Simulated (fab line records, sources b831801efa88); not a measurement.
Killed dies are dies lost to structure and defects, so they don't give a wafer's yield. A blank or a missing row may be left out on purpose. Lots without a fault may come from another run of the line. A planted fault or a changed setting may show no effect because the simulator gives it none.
fab line records | flow sky130 | part 1 of 2: steps 1 to 26 of 37
record lots=5 wafers=15 last_day=49
route steps=708 shown FIELD_ISO@8 NWELL@32 DNWELL@35
lots that met no fault: from a run of the same line without faults
start_h: hours from the record's first day to the start of the lot's first wafer shown | wait_h: hours since the lot's step before | " the same as in the row above | L1.1+2: a row that stands for several wafers | - no value, or no start given | * or withheld: withheld | < > ~ a bound
route shown NAME@n: a module of which the file shows steps, and the number in the route of the first | usual: mean/standard deviation of fault-free wafers | same: alike in all rows | chamber/n: place in a boat | sites: the reading at each site | _std_site: their standard deviation | _edge_site: outer sites' mean less inner sites' | radius_mm: how far each site lies from the wafer's centre | mask NAME#n: copy n | behind: the tool/chamber that last shaped the wafer | hold: why the lot was held/for how many hours/how that ended | device: the transistor (n, p or np) that didn't switch | end of line: the same wafers' tests at the end of the route | a step without rows: its recipe alone | killed: dies lost to structure and defects at the first sort, not the wafer's yield | map: a wafer's dies, x killed, . not, _ none there
set.NAME: the setting as run; set.NAME@STEP: as run at that earlier step | model.NAME: the simulator's own value behind a step, which no gauge read
lots at some steps of the route; a table a step, a row a wafer
services: from which hour (start_h, from the record's first day; less than 0 if before it) a tool's chamber was out of use, for how many hours, and why
## steps
# step SKY_FIELD_ISO_COAT_07
# recipe resist=BARC temp_c=withheld time_s=withheld spin_rpm=3000 resist_thk_nm=60
# usual resist_line_temp_C=*
# columns lot.wafer tool chamber start_h wait_h resist_line_temp_C
L078.3 litho_track-02 0 42.26 0.1 *
L078.4 " 0 " " *
L078.5 " 0 " " *
L079.1 litho_track-04 0 51.84 0.1 *
L079.2 " 0 " " *
L079.3 " 0 " " *
L085.2 litho_track-04 0 78.47 0.1 *
L085.5 " 0 " " *
L085.6 " 0 " " *
L090.1 litho_track-04 0 102.29 0.1 *
L090.3 " 0 " " *
L090.6 " 0 " " *
L091.4 litho_track-01 0 107.06 0.1 *
L091.5 " 0 " " *
L091.6 " 0 " " *
# step SKY_FIELD_ISO_COAT_08
# recipe resist=KrF-thick spin_rpm=3000 resist_thk_nm=450
# usual resist_line_temp_C=23.01/0.11
# columns lot.wafer tool chamber start_h wait_h resist_line_temp_C
L078.3 litho_track-02 0 - - 22.97
L078.4 " 0 " " 22.84
L078.5 " 0 " " 22.95
L079.1 litho_track-04 0 - - 22.99
L079.2 " 0 " " 23.11
L079.3 " 0 " " 22.95
L085.2 litho_track-04 0 - - 23.12
L085.5 " 0 " " 22.99
L085.6 " 0 " " 23.03
L090.1 litho_track-04 0 - - 22.91
L090.3 " 0 " " 22.97
L090.6 " 0 " " 22.87
L091.4 litho_track-01 0 - - 22.89
L091.5 " 0 " " 22.87
L091.6 " 0 " " 23.04
# step SKY_FIELD_ISO_SOFTBAKE_09
# recipe temp_c=100 time_s=90 resist=KrF-thick
# usual resist_line_temp_C=23.01/0.097
# columns lot.wafer tool chamber start_h wait_h resist_line_temp_C
L078.3 litho_track-02 0 - - 23.04
L078.4 " 0 " " 23.01
L078.5 " 0 " " 22.99
L079.1 litho_track-04 0 - - 22.73
L079.2 " 0 " " 22.94
L079.3 " 0 " " 22.92
L085.2 litho_track-04 0 - - 22.79
L085.5 " 0 " " 22.96
L085.6 " 0 " " 23.03
L090.1 litho_track-04 0 - - 23.13
L090.3 " 0 " " 22.94
L090.6 " 0 " " 22.99
L091.4 litho_track-01 0 - - 22.89
L091.5 " 0 " " 22.98
L091.6 " 0 " " 23.06
# step SKY_FIELD_ISO_EXPOSE_10
# recipe mask_id=FOM na=0.68 source_shape=annular sigma_inner=0.4 sigma_outer=0.8 target_cd_nm=150 dose_mj=28
# columns lot.wafer tool chamber start_h wait_h mask
L078.3+4+5 krf_scanner-01 0 - - FOM#0
L079.1+2+3 krf_scanner-01 0 - - FOM#0
L085.2+5+6 krf_scanner-02 0 - - FOM#0
L090.1+3+6 krf_scanner-02 0 - - FOM#0
L091.4+5+6 krf_scanner-02 0 - - FOM#0
# step SKY_FIELD_ISO_PEB_11
# recipe peb_temp_c=withheld peb_time_s=withheld resist=KrF-thick
# usual resist_line_temp_C=*
# columns lot.wafer tool chamber start_h wait_h resist_line_temp_C
L078.3 litho_track-04 0 - - *
L078.4 " 0 " " *
L078.5 " 0 " " *
L079.1 litho_track-02 0 - - *
L079.2 " 0 " " *
L079.3 " 0 " " *
L085.2 litho_track-04 0 - - *
L085.5 " 0 " " *
L085.6 " 0 " " *
L090.1 litho_track-02 0 - - *
L090.3 " 0 " " *
L090.6 " 0 " " *
L091.4 litho_track-01 0 - - *
L091.5 " 0 " " *
L091.6 " 0 " " *
# step SKY_FIELD_ISO_DEVELOP_12
# recipe develop_time_s=60 resist=KrF-thick dev_temp_c=21
# usual resist_line_temp_C=22.99/0.11
# columns lot.wafer tool chamber start_h wait_h resist_line_temp_C
L078.3 litho_track-04 0 - - 22.88
L078.4 " 0 " " 23.08
L078.5 " 0 " " 22.95
L079.1 litho_track-02 0 - - 23.20
L079.2 " 0 " " 22.95
L079.3 " 0 " " 23.15
L085.2 litho_track-04 0 - - 22.99
L085.5 " 0 " " 22.99
L085.6 " 0 " " 22.95
L090.1 litho_track-02 0 - - 23.02
L090.3 " 0 " " 23.05
L090.6 " 0 " " 23.04
L091.4 litho_track-01 0 - - 23.05
L091.5 " 0 " " 23.05
L091.6 " 0 " " 23.10
# step SKY_FIELD_ISO_CD_MEAS_13
# recipe target_cd_nm=150
# usual cd_nm=150.2/1.4
# columns lot.wafer tool chamber start_h wait_h cd_nm
L078.3 cd_sem-01 - 49.78 - 151.1
L078.4 " - " " 153.0
L078.5 " - " " 151.9
L079.1 cd_sem-01 - 60.41 - 151.2
L079.2 " - " " 149.6
L079.3 " - " " 150.6
L085.2 cd_sem-01 - 88.11 - 150.4
L085.5 " - " " 149.2
L085.6 " - " " 150.7
L090.1 cd_sem-02 - 111.95 - 149.7
L090.3 " - " " 149.5
L090.6 " - " " 151.3
L091.4 cd_sem-02 - 116.35 - 152.1
L091.5 " - " " 149.8
L091.6 " - " " 150.8
# step SKY_FIELD_ISO_ETCH_14
# recipe chemistry=N2/H2 target=BARC ion_energy_ev=200 source_w=500 bias_w=100 pressure_mtorr=30 n2_flow_sccm=100 h2_flow_sccm=200 stop_on=SiO2 time_s=45.9 target_depth_a=600
# usual drypump_motor_current_A=6.0/0.47 oes_product_au=0.855/0.0049 throttle_valve_pct=13.225/0.0093
# columns lot.wafer tool chamber start_h wait_h drypump_motor_current_A oes_product_au rf_hours_counter_h throttle_valve_pct
L078.3 rie_diel-01 3 49.86 0.1 5.4 0.851 6 13.219
L078.4 " 0 " " 6.0 0.858 24 13.230
L078.5 " 3 " " 5.4 0.858 - 13.224
L079.1 rie_diel-02 1 60.53 0.1 5.3 0.858 114 13.215
L079.2 " 0 " " 6.0 0.851 149 13.236
L079.3 " 2 " " 6.2 0.861 85 13.242
L085.2 rie_diel-04 0 88.21 0.1 5.6 0.858 108 13.227
L085.5 " 0 " " 5.6 0.854 - 13.221
L085.6 " 2 " " 6.4 0.848 - 13.226
L090.1 rie_diel-01 3 112.07 0.1 5.5 0.850 6 13.233
L090.3 " 2 " " 6.5 0.850 131 13.218
L090.6 " 0 " " 5.9 0.852 - 13.223
L091.4 rie_diel-01 2 116.43 0.1 6.4 0.854 - 13.222
L091.5 " 1 " " 6.7 0.864 - 13.229
L091.6 " 3 " " 5.4 0.861 - 13.220
# step SKY_FIELD_ISO_ETCH_15
# recipe chemistry=CHF3/O2 target_depth_nm=180 stop_on=Si source_w=600 bias_w=200 pressure_mtorr=40 chf3_flow_sccm=50 O2_flow_sccm=5 time_s=72
# usual drypump_motor_current_A=6.0/0.47 oes_product_au=0.947/0.007 throttle_valve_pct=8.844/0.01
# columns lot.wafer tool chamber start_h wait_h drypump_motor_current_A oes_product_au rf_hours_counter_h throttle_valve_pct
L078.3 rie_diel-01 3 49.91 0.0 5.4 0.946 6 8.847
L078.4 " 0 " " 5.9 0.943 24 8.836
L078.5 " 3 " " 5.4 0.947 - 8.856
L079.1 rie_diel-02 1 60.57 0.0 5.3 0.950 114 8.836
L079.2 " 0 " " 6.0 0.949 149 8.831
L079.3 " 2 " " 6.2 0.942 85 8.834
L085.2 rie_diel-04 0 88.26 0.0 5.6 0.960 108 8.849
L085.5 " 0 " " 5.6 0.957 - 8.839
L085.6 " 2 " " 6.4 0.951 - 8.859
L090.1 rie_diel-01 3 112.12 0.0 5.4 0.950 6 8.834
L090.3 " 2 " " 6.5 0.944 131 8.847
L090.6 " 0 " " 5.9 0.952 - 8.846
L091.4 rie_diel-01 2 116.48 0.0 6.4 0.949 - 8.822
L091.5 " 1 " " 6.7 0.945 - 8.841
L091.6 " 3 " " 5.4 0.953 - 8.836
# step SKY_FIELD_ISO_STRIP_16
# recipe chemistry=O2/N2 power_w=1400 pressure_mtorr=1500 platen_temp_c=withheld o2_flow_sccm=3000 n2_flow_sccm=300 overash_fraction=0.5
# usual drypump_motor_current_A=5.7/0.35 oes_product_au=0.377/0.0051 strip_time_to_endpoint_s=3.537/0.029
# columns lot.wafer tool chamber start_h wait_h drypump_motor_current_A oes_product_au rf_hours_counter_h strip_time_to_endpoint_s
L078.3 plasma_asher-03 1 50.00 0.1 5.4 0.377 - 3.479
L078.4 " 0 " " 5.5 0.384 - 3.513
L078.5 " 0 " " 5.4 0.373 - 3.498
L079.1 plasma_asher-02 1 60.62 0.0 5.4 0.373 35 3.524
L079.2 " 0 " " 5.5 0.373 35 3.540
L079.3 " 1 " " 5.4 0.380 - 3.559
L085.2 plasma_asher-02 1 88.31 0.0 5.4 0.379 38 3.566
L085.5 " 1 " " 5.4 0.383 - 3.543
L085.6 " 0 " " 5.5 0.375 - 3.574
L090.1 plasma_asher-02 0 112.17 0.0 5.5 0.377 41 3.529
L090.3 " 1 " " 5.4 0.380 - 3.586
L090.6 " 1 " " 5.4 0.381 - 3.583
L091.4 plasma_asher-03 0 116.54 0.0 5.5 0.378 - 3.571
L091.5 " 1 " " 5.4 0.381 - 3.563
L091.6 " 0 " " 5.4 0.384 - 3.529
# step SKY_FIELD_ISO_ETCH_17
# recipe target_depth_a=3420 mask_material=Si3N4 chemistry=HBr/Cl2/O2 target=Si taper_deg=5 icp_w=600 bias_w=150 pressure_mtorr=15 HBr_flow_sccm=150 Cl2_flow_sccm=40 O2_flow_sccm=6 time_s=97.7
# usual drypump_motor_current_A=5.8/0.32 he_backside_leak_sccm=2.66/0.21 oes_product_au=0.997/0.01 throttle_valve_pct=25.660/0.011
# columns lot.wafer tool chamber start_h wait_h drypump_motor_current_A he_backside_leak_sccm oes_product_au rf_hours_counter_h throttle_valve_pct
L078.3 rie_si-01 3 50.06 0.0 6.2 2.59 0.999 37 25.658
L078.4 " 2 " " 5.4 2.68 0.993 2 25.671
L078.5 " 3 " " 6.2 2.65 1.005 - 25.649
L079.1 rie_si-01 3 60.72 0.1 6.2 2.91 0.997 37 25.661
L079.2 " 2 " " 5.4 2.67 1.002 2 25.657
L079.3 " 0 " " 5.4 3.02 0.998 148 25.656
L085.2 rie_si-02 2 88.41 0.1 5.8 2.31 0.995 80 25.648
L085.5 " 2 " " 5.8 2.30 0.994 - 25.653
L085.6 " 1 " " 6.3 2.58 0.997 - 25.649
L090.1 rie_si-02 2 112.27 0.1 5.8 2.72 0.975 80 25.667
L090.3 " 1 " " 6.3 2.66 0.984 62 25.664
L090.6 " 3 " " 5.6 2.53 0.996 - 25.673
L091.4 rie_si-01 1 116.61 0.0 5.6 2.64 0.998 7 25.665
L091.5 " 1 " " 5.6 2.58 1.002 - 25.670
L091.6 " 2 " " 5.4 2.48 0.997 - 25.650
# step SKY_FIELD_ISO_WET_ETCH_18
# recipe chemistry=H3PO4 target_depth_nm=25 temp_c=160 target=Si3N4 time_s=286
# columns lot.wafer tool chamber start_h wait_h
L078.3+4+5 wet_bench-03 1 50.13 0.0
L079.1+2+3 wet_bench-04 1 60.79 0.0
L085.2+5+6 wet_bench-04 1 88.48 0.0
L090.1+3+6 wet_bench-02 0 112.34 0.0
L091.4+5+6 wet_bench-02 3 116.68 0.0
# step SKY_FIELD_ISO_CLEAN_19
# recipe chemistry=SC1/SC2 mix=1:4:20 temp_c=70 time_s=150
# columns lot.wafer tool chamber start_h wait_h
L078.3+4+5 wet_bench-04 3 50.22 0.0
L079.1+2+3 wet_bench-02 0 60.89 0.0
L085.2+5+6 wet_bench-02 2 88.57 0.0
L090.1+3+6 wet_bench-04 0 112.43 0.0
L091.4+5+6 wet_bench-03 1 116.76 0.0
# step SKY_FIELD_ISO_CLEAN_20
# recipe chemistry=dHF time_s=20 dilution=100:1
# columns lot.wafer tool chamber start_h wait_h
L078.3+4+5 wet_bench-02 2 50.28 0.0
L079.1+2+3 wet_bench-03 0 60.95 0.0
L085.2+5+6 wet_bench-03 3 88.63 0.0
L090.1+3+6 wet_bench-02 2 112.48 0.0
L091.4+5+6 wet_bench-04 2 116.82 0.0
# step SKY_FIELD_ISO_WET_ETCH_21
# recipe chemistry=dHF dilution=100:1 target_depth_nm=20 dry=ipa_marangoni target=SiO2 temp_c=25 time_s=400
# columns lot.wafer tool chamber start_h wait_h
L078.3+4+5 wet_bench-03 3 50.29 0.0
L079.1+2+3 wet_bench-04 2 60.96 0.0
L085.2+5+6 wet_bench-04 2 88.64 0.0
L090.1+3+6 wet_bench-04 3 112.50 0.0
L091.4+5+6 wet_bench-02 3 116.84 0.0
# step SKY_FIELD_ISO_OXIDATION_22
# recipe temp_c=950 ambient=O2 stabilise_s=600 purge_s=300 target_thk_a=100 ox_time_s=623
# usual spike_tc_centre_C=951.5/1 zone_power_centre_pct=21.3/1.3
# columns lot.wafer tool chamber start_h wait_h spike_tc_centre_C zone_power_centre_pct
L078.3 furnace-02 0 52.79 2.4 951.3 22.7
L078.4 " 0 " " 952.8 22.3
L078.5 " 0 " " 948.8 22.9
L079.1 furnace-01 0 61.09 0.0 952.4 19.9
L079.2 " 0 " " 951.6 19.9
L079.3 " 0 " " 952.6 19.9
L085.2 furnace-02 0 89.07 0.3 952.5 22.4
L085.5 " 0 " " 951.8 22.1
L085.6 " 0 " " 951.4 22.3
L090.1 furnace-01 0 113.80 1.2 953.3 20.0
L090.3 " 0 " " 949.6 19.7
L090.6 " 0 " " 952.6 19.7
L091.4 furnace-02 0 116.96 0.0 951.8 22.6
L091.5 " 0 " " 953.6 22.4
L091.6 " 0 " " 949.9 22.5
# step SKY_FIELD_ISO_THK_MEAS_23
# recipe reads=SiO2_of_FIELD_ISO_OXIDATION_22
# usual FIELD_ISO_OXIDATION_01_THK=10.02/0.21
# columns lot.wafer tool chamber start_h wait_h FIELD_ISO_OXIDATION_01_THK[nm]
L078.3 film_metro-04 - 53.99 0.0 10.32
L078.4 " - " " 10.50
L078.5 " - " " 10.38
L079.1 film_metro-01 - 62.26 0.0 9.98
L079.2 " - " " 10.15
L079.3 " - " " 10.11
L085.2 film_metro-01 - 90.25 0.0 10.24
L085.5 " - " " 10.37
L085.6 " - " " 10.38
L090.1 film_metro-04 - 114.97 0.0 9.83
L090.3 " - " " 10.14
L090.6 " - " " 9.93
L091.4 film_metro-02 - 118.16 0.0 9.98
L091.5 " - " " 10.00
L091.6 " - " " 9.91
# step SKY_FIELD_ISO_CVD_24
# recipe material=SiO2 target_thk_nm=595 temp_c=650 sigma_open_frac=0.3 time_s=99.2 sih4_flow_sccm=60 pressure_mtorr=6
# columns lot.wafer tool chamber start_h wait_h
L078.3+4+5 hdpcvd-02 2,0,1 54.10 0.1
L079.1+2+3 hdpcvd-02 0,1,2 62.32 0.1
L085.2+5+6 hdpcvd-01 1,2,0 90.30 0.0
L090.1+3+6 hdpcvd-02 2,1,1 115.03 0.1
L091.4+5+6 hdpcvd-01 2,0,1 118.23 0.1
# step SKY_FIELD_ISO_THK_MEAS_25
# recipe reads=SiO2_of_FIELD_ISO_CVD_24
# usual FIELD_ISO_CVD_24_THK=590/6.6
# columns lot.wafer tool chamber start_h wait_h FIELD_ISO_CVD_24_THK[nm]
L078.3 film_metro-01 - 54.19 0.1 593
L078.4 " - " " 591
L078.5 " - " " 586
L079.1 film_metro-01 - 62.39 0.0 599
L079.2 " - " " 589
L079.3 " - " " 598
L085.2 film_metro-04 - 90.39 0.0 597
L085.5 " - " " 586
L085.6 " - " " 590
L090.1 film_metro-04 - 115.10 0.0 593
L090.3 " - " " 591
L090.6 " - " " 589
L091.4 film_metro-01 - 118.29 0.0 590
L091.5 " - " " 588
L091.6 " - " " 600
# step SKY_FIELD_ISO_ANNEAL_26
# recipe temp_c=1000 time_s=1800 ambient=N2
# usual spike_tc_centre_C=1001.3/0.93 zone_power_centre_pct=23.4/1.5
# columns lot.wafer tool chamber start_h wait_h spike_tc_centre_C zone_power_centre_pct
L078.3 furnace-01 0 56.25 2.0 1001.2 22.3
L078.4 " 0 " " 1000.4 21.7
L078.5 " 0 " " 1002.8 22.1
L079.1 furnace-01 0 62.45 0.1 1000.9 22.3
L079.2 " 0 " " 1002.2 22.1
L079.3 " 0 " " 1000.8 22.0
L085.2 furnace-02 0 90.44 0.0 1000.9 25.2
L085.5 " 0 " " 1000.8 24.9
L085.6 " 0 " " 1000.7 25.1
L090.1 furnace-02 0 115.16 0.1 1000.2 25.3
L090.3 " 0 " " 1001.7 24.7
L090.6 " 0 " " 1001.9 25.0
L091.4 furnace-02 0 119.66 1.4 1000.5 24.8
L091.5 " 0 " " 1001.3 24.9
L091.6 " 0 " " 1001.1 25.1
# step SKY_FIELD_ISO_CMP_27
# recipe stop_on=Si3N4 t_overpolish_s=16 down_force_psi=4 platen_rpm=60 target_thk_nm=457.8 pad_velocity_m_s=0.94248
# usual motor_current_A=12.1/1.3 overpolish_run_s=15.999/0.0094 time_to_endpoint_s=111/3.9
# columns lot.wafer tool chamber start_h wait_h motor_current_A overpolish_run_s time_to_endpoint_s
L078.4 cmp-02 0 57.98 0.2 10.5 15.993 107
L078.3 " 1 " " 12.6 15.996 108
L078.5 " 2 " " 11.7 16.012 101
L079.3 cmp-01 0 63.95 0.0 13.5 15.986 109
L079.1 " 1 " " 11.8 16.002 108
L079.2 " 2 " " 12.0 15.997 112
L085.2 cmp-02 2 92.04 0.1 12.0 16.006 112
L085.5 " 0 " " 10.6 16.003 105
L085.6 " 1 " " 13.5 15.991 109
L090.1 cmp-02 0 116.76 0.1 10.6 16.006 110
L090.3 " 1 " " 13.4 16.004 109
L090.6 " 3 " " 13.2 16.011 112
L091.4 cmp-02 1 121.26 0.1 13.8 16.012 100
L091.5 " 3 " " 12.8 16.017 109
L091.6 " 0 " " 10.5 16.011 106
# step SKY_FIELD_ISO_WET_ETCH_28
# recipe chemistry=dHF target_depth_nm=23.7 target=SiO2 dilution=10:1 temp_c=25 time_s=47
# columns lot.wafer tool chamber start_h wait_h
L078.3+4+5 wet_bench-04 0 58.23 0.1
L079.1+2+3 wet_bench-02 3 64.25 0.2
L085.2+5+6 wet_bench-02 2 92.24 0.1
L090.1+3+6 wet_bench-03 0 116.96 0.1
L091.4+5+6 wet_bench-03 1 121.46 0.1
# step SKY_FIELD_ISO_WET_ETCH_29
# recipe chemistry=H3PO4 target_depth_nm=160 target=Si3N4 temp_c=160 time_s=1825
# columns lot.wafer tool chamber start_h wait_h
L078.3+4+5 wet_bench-04 1 58.36 0.1
L079.1+2+3 wet_bench-04 0 64.28 0.0
L085.2+5+6 wet_bench-03 2 92.26 0.0
L090.1+3+6 wet_bench-04 0 116.99 0.0
L091.4+5+6 wet_bench-02 3 121.49 0.0
# step SKY_FIELD_ISO_WET_ETCH_30
# recipe chemistry=dHF target_depth_nm=25 target=SiO2 dilution=10:1 temp_c=25 time_s=50
# columns lot.wafer tool chamber start_h wait_h
L078.3+4+5 wet_bench-03 0 58.92 0.0
L079.1+2+3 wet_bench-02 1 64.84 0.0
L085.2+5+6 wet_bench-02 3 92.77 0.0
L090.1+3+6 wet_bench-02 2 117.50 0.0
L091.4+5+6 wet_bench-04 3 122.00 0.0
# step SKY_NWELL_CLEAN_00
# recipe chemistry=SC1/SC2 mix=1:4:20 temp_c=70 time_s=150 dry=n2_spin
# columns lot.wafer tool chamber start_h wait_h
L078.3+4+5 wet_bench-02 1 58.94 0.0
L079.1+2+3 wet_bench-04 0 64.86 0.0
L085.2+5+6 wet_bench-04 2 92.79 0.0
L090.1+3+6 wet_bench-04 1 117.52 0.0
L091.4+5+6 wet_bench-03 2 122.03 0.0
# step SKY_NWELL_OXIDATION_01
# recipe temp_c=900 ambient=O2 stabilise_s=600 purge_s=300 target_thk_a=100 ox_time_s=1418
# usual spike_tc_centre_C=901.4/0.95 zone_power_centre_pct=18.2/1.1
# columns lot.wafer tool chamber start_h wait_h spike_tc_centre_C zone_power_centre_pct
L078.3 furnace-01 0 59.26 0.3 902.0 17.3
L078.4 " 0 " " 900.4 17.2
L078.5 " 0 " " 900.9 17.4
L079.1 furnace-02 0 64.92 0.0 902.3 19.9
L079.2 " 0 " " 902.1 19.5
L079.3 " 0 " " 902.8 20.1
L085.2 furnace-01 0 93.04 0.2 901.7 17.4
L085.5 " 0 " " 901.8 17.5
L085.6 " 0 " " 901.5 17.4
L090.1 furnace-01 0 117.98 0.4 901.2 17.7
L090.3 " 0 " " 900.2 17.3
L090.6 " 0 " " 900.4 17.4
L091.4 furnace-02 0 122.57 0.5 899.8 19.9
L091.5 " 0 " " 900.6 19.8
L091.6 " 0 " " 900.7 19.6
